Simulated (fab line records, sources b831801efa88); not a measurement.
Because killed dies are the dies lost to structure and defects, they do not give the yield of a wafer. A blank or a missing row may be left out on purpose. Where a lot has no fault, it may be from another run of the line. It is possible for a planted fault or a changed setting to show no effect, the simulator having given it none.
A lot that was struck, set against a sound lot | flow sky130 | 16 out of 708 route steps
Sound: these wafers, L873.2, L873.3, L873.6. Struck: wafer L891.3 (left out: L891.6, a lot-mate that was not struck); the cause follows at the end.
Order at every step that has rows: each side's tool, ch and its chambers, its first start. Under that, the readings that differ: sound wafers | struck wafers | difference of the means | sigmas: that difference in standard deviations of wafers without a fault.
alike: readings whose means differ by less than 2 such deviations, and words and numbers that are the same on both sides. not compared: withheld readings, readings that some wafer has no value for, bounds like >300 that may hide the same value, and numbers for which the record gives no deviation and whose values overlap.
A row with sigmas, a row that says differs or no value, or rows on one side alone: a step with any of these is where the two part. Non-overlapping numbers with no deviation appear without sigmas and do not part them. Lack of a reading on every wafer of one side parts them only where that side has two or more wafers.

first, 1 step without rows for these wafers: SKY_METAL5_CLEAN_19 (cleans in O3/DIW).
SKY_PASSIVATION_CVD_00: deposits SiO2, target thk 90 nm.
  sound on pecvd-01 ch 0,2, day 44 08:57; struck on pecvd-01 ch 0, day 48 14:44
  alike: heater_power_w
SKY_PASSIVATION_THK_MEAS_01:
  sound: film_metro-03 at day 44 08:59; struck: film_metro-01 at day 48 14:47
  alike: PASSIVATION_CVD_00_THK
SKY_PASSIVATION_CVD_02: deposits Si3N4, target thk 540 nm.
  sound on pecvd-02 ch 0,1, day 44 09:02; struck on pecvd-02 ch 2, day 48 14:49
  reading            | sound       | struck | difference | sigmas
  heater_power_w (W) | 790 739 663 | 530    | -201       | -2
SKY_PASSIVATION_THK_MEAS_03:
  sound: film_metro-01 at day 44 09:23; struck: film_metro-03 at day 48 15:04
  alike: PASSIVATION_CVD_02_THK
then, 7 steps without rows for these wafers: SKY_PASSIVATION_DEHYDRATE_04 (time 60 s); SKY_PASSIVATION_HMDS_05 (prime time 60 s); SKY_PASSIVATION_COAT_06 (resist thk 3000 nm); SKY_PASSIVATION_SOFTBAKE_07; SKY_PASSIVATION_EXPOSE_08 (exposes mask NSM, target cd 3000 nm); SKY_PASSIVATION_PEB_09; SKY_PASSIVATION_DEVELOP_10 (develop time 60 s).
SKY_PASSIVATION_ETCH_11: etches the open film in CF4/O2, stops on AlCu, target depth 725 nm, time 161.1 s.
  sound on rie_diel-02 ch 0,1, day 45 07:02; struck on rie_diel-01 ch 1, day 49 08:52
  reading                                       | sound          | struck | difference | sigmas
  model.coat_of_PASSIVATION_COAT_06.thk_nm (nm) | 2530 2528 2539 | 2350   | -182       |
  alike: cf4_flow_sccm, chamber_pressure_mTorr, drypump_motor_current_A, oes_product_au, throttle_valve_pct
  not compared: rf_hours_counter_h
SKY_PASSIVATION_STRIP_12: strips in O2/N2.
  sound on plasma_asher-02 ch 0,1, day 45 07:08; struck on plasma_asher-02 ch 0, day 49 09:01
  reading                      | sound             | struck | difference | sigmas
  strip_time_to_endpoint_s (s) | 31.68 31.66 31.79 | 29.60  | -2.11      | -15
  alike: chamber_pressure_mTorr, drypump_motor_current_A, o2_flow_sccm, oes_product_au
  not compared: rf_hours_counter_h
then, 2 steps without rows for these wafers: SKY_PAD_OPEN_DEHYDRATE_00 (time 60 s); SKY_PAD_OPEN_PROBE_99.

WHERE THEY PART
First at SKY_PASSIVATION_CVD_02; last, within this record, at SKY_PASSIVATION_STRIP_12.

WHY: what had been put in by the simulator
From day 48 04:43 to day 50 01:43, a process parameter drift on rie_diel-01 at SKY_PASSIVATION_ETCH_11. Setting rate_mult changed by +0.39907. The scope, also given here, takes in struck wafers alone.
